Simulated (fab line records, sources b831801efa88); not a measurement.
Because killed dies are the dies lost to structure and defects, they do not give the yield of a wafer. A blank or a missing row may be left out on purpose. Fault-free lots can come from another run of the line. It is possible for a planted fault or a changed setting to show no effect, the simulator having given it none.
Struck lot and sound lot, side by side / flow sfq_line / 14 out of 325 route steps
Sound: the wafers L758.1, L758.2, L758.5. Struck: wafers L752.3, L752.4, L752.6. The cause is named last.
Order at every step that has rows: each side's tool, ch and its chambers, its first start. Under that, the readings that differ: sound wafers / struck wafers / difference of the means / sigmas: that difference in standard deviations of wafers without a fault.
alike: a reading whose means differ by less than 2 such deviations, as well as words and numbers matching on both sides. not compared: withheld readings; readings where some wafer has no value; bounds like >300 that might hide an equal value; numbers whose values overlap and for which the record gives no deviation.
Wherever a step has rows on one side only, a row that says differs or no value, or a row with sigmas, the two part there. Numbers that don't overlap but have no deviation are shown without sigmas and don't part them. A reading that every wafer of one side lacks parts them only if that side has two wafers or more.

first, 6 steps without rows for these wafers: SFQ_TRILAYER_L0_VIA_LITHO_COAT_018 (resist thk 62 nm); SFQ_TRILAYER_L0_VIA_LITHO_COAT_013 (resist thk 650 nm); SFQ_TRILAYER_L0_VIA_LITHO_SOFTBAKE_017; SFQ_TRILAYER_L0_VIA_LITHO_EXPOSE_014 (exposes mask L0V, target cd 700 nm); SFQ_TRILAYER_L0_VIA_LITHO_PEB_016 (peb time 60 s); SFQ_TRILAYER_L0_VIA_LITHO_DEVELOP_015 (time 60 s).
SFQ_L0V_OVL_MEAS_903:
  sound on overlay-02 at day 14 15:47; struck on overlay-01 at day 12 12:18
  alike: L0V_OVL
SFQ_TRILAYER_L0_VIA_BARC_OPEN_VIA_ETCH_021: etches BARC in O2, target depth 125 nm, time 41.7 s.
  sound on rie_diel-03 ch 2,3, day 14 15:50; struck on rie_diel-03 ch 0,2, day 12 12:19
  alike: drypump_motor_current_A, oes_product_au
  not compared: rf_hours_counter_h
SFQ_TRILAYER_L0_VIA_ETCH_VIA_ETCH_016: etches SiO2 in CHF3, stops on MoNx KI, target depth 80 nm.
  sound on rie_diel-03 ch 2,3, day 14 15:52; struck on rie_diel-03 ch 0,2, day 12 12:22
  alike: drypump_motor_current_A, oes_product_au
SFQ_TRILAYER_L0_VIA_STRIP_STRIP_017: strips in O2.
  sound on rie_metal-04 ch 0,1, day 14 15:55; struck on rie_metal-02 ch 0,1, day 12 12:37
  alike: drypump_motor_current_A, oes_product_au
  not compared: rf_hours_counter_h
then, 2 steps without rows for these wafers: SFQ_TRILAYER_L0_VIA_STRIP_SOLV_CLEAN_018 (cleans in NMP, time 600 s); SFQ_TRILAYER_M0_DEP_PRE_CLEAN_020 (time 15 s).
SFQ_TRILAYER_M0_DEP_SPUTTER_019: material Nb, target thk 200 nm, time 133.3 s.
  sound on pvd_sputter-04 at day 14 16:53; struck on pvd_sputter-05 at day 12 13:13
reading=model.Nb_of_TRILAYER_M0_DEP_SPUTTER_019.thk_nm (nm); sound=198.5 202.5 201.4; struck=365.7 367.9 366.4; difference=+165.9; sigmas=
  alike: throttle_valve_pct
SFQ_M0_RS_MEAS_904: measurement is done with a four-point probe.
  sound on film_metro-01 at day 14 16:59; struck on film_metro-01 at day 12 13:38
reading=M0_NB_RS (ohm/sq); sound=0.896 0.878 0.882; struck=0.484 0.482 0.482; difference=-0.403; sigmas=-37
  not compared: hold

WHERE THEY PART
Only at SFQ_M0_RS_MEAS_904, as far as this record shows.

WHY: what the simulator had put in
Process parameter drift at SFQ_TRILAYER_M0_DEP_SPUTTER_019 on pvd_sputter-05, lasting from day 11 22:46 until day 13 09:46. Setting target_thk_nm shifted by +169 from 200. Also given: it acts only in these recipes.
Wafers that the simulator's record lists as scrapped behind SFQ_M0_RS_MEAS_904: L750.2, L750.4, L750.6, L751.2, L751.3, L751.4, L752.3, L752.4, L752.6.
